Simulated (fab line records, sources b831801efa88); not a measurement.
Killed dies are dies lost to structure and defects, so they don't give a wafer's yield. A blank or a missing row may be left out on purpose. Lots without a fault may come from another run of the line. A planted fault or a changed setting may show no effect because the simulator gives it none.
Which tool did it? | flow gf180mcu | 13 lots, 39 wafers sampled, at 4 steps of a route of 602

WHAT THE GAUGES READ, wafer by wafer
GF_NSD_OVL_MEAS_08. Usual: NSD_OVL 0.5 nm, standard deviation 1.2.
lot  | measured     | on         | NSD_OVL (nm)  | flag
L565 | day 13 06:38 | overlay-01 | 1.8 -0.2 0.2  |
L568 | day 14 04:35 | overlay-01 | 0.5 1.3 -0.2  |
L570 | day 15 01:17 | overlay-01 | 1.7 0.1 -0.8  |
L571 | day 15 16:53 | overlay-01 | 0.2 1.7 1.4   |
L578 | day 17 21:29 | overlay-02 | -0.6 0.4 -1.2 |
L580 | day 18 11:50 | overlay-01 | 3.0 1.9 1.5   |
L581 | day 18 14:37 | overlay-01 | -0.6 0.1 0.4  |
L582 | day 19 05:47 | overlay-02 | 0.6 1.6 0.7   |
L583 | day 19 12:26 | overlay-02 | 0.7 2.6 3.0   |
L584 | day 19 21:20 | overlay-01 | 2.2 0.8 1.7   |
L585 | day 20 14:46 | overlay-01 | 3.6 1.4 3.1   |
L586 | day 20 15:43 | overlay-01 | 1.0 1.7 0.0   |
L587 | day 21 02:35 | overlay-02 | 0.1 0.2 -0.2  |

GF_NSD_TW_MEAS_12. Usual: NSD_TW 4264, standard deviation 24.
lot  | measured     | on            | NSD_TW         | flag
L565 | day 13 07:04 | film_metro-03 | 4258 4263 4233 |
L568 | day 14 05:04 | film_metro-03 | 4267 4250 4244 |
L570 | day 15 01:44 | film_metro-03 | 4264 4268 4264 |
L571 | day 15 17:19 | film_metro-04 | 4256 4250 4249 |
L578 | day 17 21:56 | film_metro-04 | 4294 4295 4297 |
L580 | day 18 12:16 | film_metro-03 | 4267 4291 4281 |
L581 | day 18 15:04 | film_metro-04 | 4249 4268 4238 |
L582 | day 19 06:13 | film_metro-03 | 4245 4255 4248 |
L583 | day 19 12:52 | film_metro-04 | 4267 4271 4258 |
L584 | day 19 21:47 | film_metro-03 | 4289 4276 4241 |
L585 | day 20 15:14 | film_metro-03 | 4290 4280 4284 |
L586 | day 20 16:10 | film_metro-03 | 4276 4239 4268 |
L587 | day 21 03:01 | film_metro-04 | 4274 4293 4277 |

GF_SAB_CD_MEAS_09: target cd 420 nm. Usual: cd_nm 420.4 nm, standard deviation 2.
lot  | measured     | on        | cd_nm (nm)        | flag
L565 | day 15 00:30 | cd_sem-01 | 420.5 421.4 420.7 |
L568 | day 16 00:02 | cd_sem-02 | 421.2 421.0 418.7 |
L570 | day 16 22:16 | cd_sem-01 | 421.9 425.2 422.8 |
L571 | day 17 13:57 | cd_sem-02 | 482.3 483.7 482.6 | OFF
L578 | day 19 22:49 | cd_sem-01 | 416.3 415.9 416.6 |
L580 | day 20 12:53 | cd_sem-02 | 422.2 421.6 420.5 |
L581 | day 20 15:18 | cd_sem-01 | 420.2 421.6 419.8 |
L582 | day 21 07:21 | cd_sem-02 | 423.7 423.1 422.7 |
L583 | day 21 13:18 | cd_sem-02 | 419.6 420.0 419.5 |
L584 | day 21 22:13 | cd_sem-02 | 419.9 416.6 421.1 |
L585 | day 22 14:54 | cd_sem-02 | 421.8 420.1 421.8 |
L586 | day 22 16:05 | cd_sem-02 | 421.6 420.0 420.6 |
L587 | day 23 02:00 | cd_sem-01 | 419.0 420.0 419.5 |

WHICH TOOL RAN EACH LOT (tool, then ch and the chambers of the sampled wafers, then the start)
lot  | GF_SAB_EXPOSE_06
L565 | iline_stepper-02 ch 0, day 14 14:40
L568 | iline_stepper-02 ch 0, day 15 13:20
L570 | iline_stepper-01 ch 0, day 16 11:10
L571 | iline_stepper-01 ch 0, day 17 02:24
L578 | iline_stepper-02 ch 0, day 19 10:24
L580 | iline_stepper-01 ch 0, day 20 01:24
L581 | iline_stepper-01 ch 0, day 20 03:41
L582 | iline_stepper-01 ch 0, day 20 19:56
L583 | iline_stepper-01 ch 0, day 21 02:22
L584 | iline_stepper-02 ch 0, day 21 09:57
L585 | iline_stepper-01 ch 0, day 22 04:09
L586 | iline_stepper-02 ch 0, day 22 05:11
L587 | iline_stepper-02 ch 0, day 22 14:27
- GF_SAB_EXPOSE_06: exposes mask SAB, target cd 420 nm.

WHAT THE TOOLS THEMSELVES READ (means of the sampled wafers that have a number; where no wafer has one, the mark that the record gives instead)
GF_SAB_EXPOSE_06. Usual: stage_vel_mm_s 499.99 mm/s, standard deviation 0.25.
lot  | tool             | stage_vel_mm_s (mm/s) | flag
L565 | iline_stepper-02 | 500.36                |
L568 | iline_stepper-02 | 500.01                |
L570 | iline_stepper-01 | 499.85                |
L571 | iline_stepper-01 | 499.96                |
L578 | iline_stepper-02 | 499.97                |
L580 | iline_stepper-01 | 499.92                |
L581 | iline_stepper-01 | 499.61                |
L582 | iline_stepper-01 | 499.70                |
L583 | iline_stepper-01 | 499.86                |
L584 | iline_stepper-02 | 500.10                |
L585 | iline_stepper-01 | 499.68                |
L586 | iline_stepper-02 | 500.10                |
L587 | iline_stepper-02 | 500.16                |

THE ANSWER, worked out from the rows above alone
Rule: a lot is off if the mean of its wafers that have a number lies more than 3 standard deviations from the usual mean. A lot without any number at a reading at which 4 lots or more have one is off too. The other lots that the step has rows for count as sound. The gauges are gone through in route order, then the tools' own readings, and for those a lot's mean is taken as printed above. The first step at which some lot is off is used, and at that step the reading that is off furthest; a lot without a number counts as furthest.
Off: L571, at GF_SAB_CD_MEAS_09 (cd_nm).
A tool fits if, at a process step before that reading, it ran every lot that is off, and no sound lot after the first of them. The gauges at GF_SAB_CD_MEAS_09 are tried like those tools. None of those tried fits.

WHAT THE SIMULATOR HAD PUT IN
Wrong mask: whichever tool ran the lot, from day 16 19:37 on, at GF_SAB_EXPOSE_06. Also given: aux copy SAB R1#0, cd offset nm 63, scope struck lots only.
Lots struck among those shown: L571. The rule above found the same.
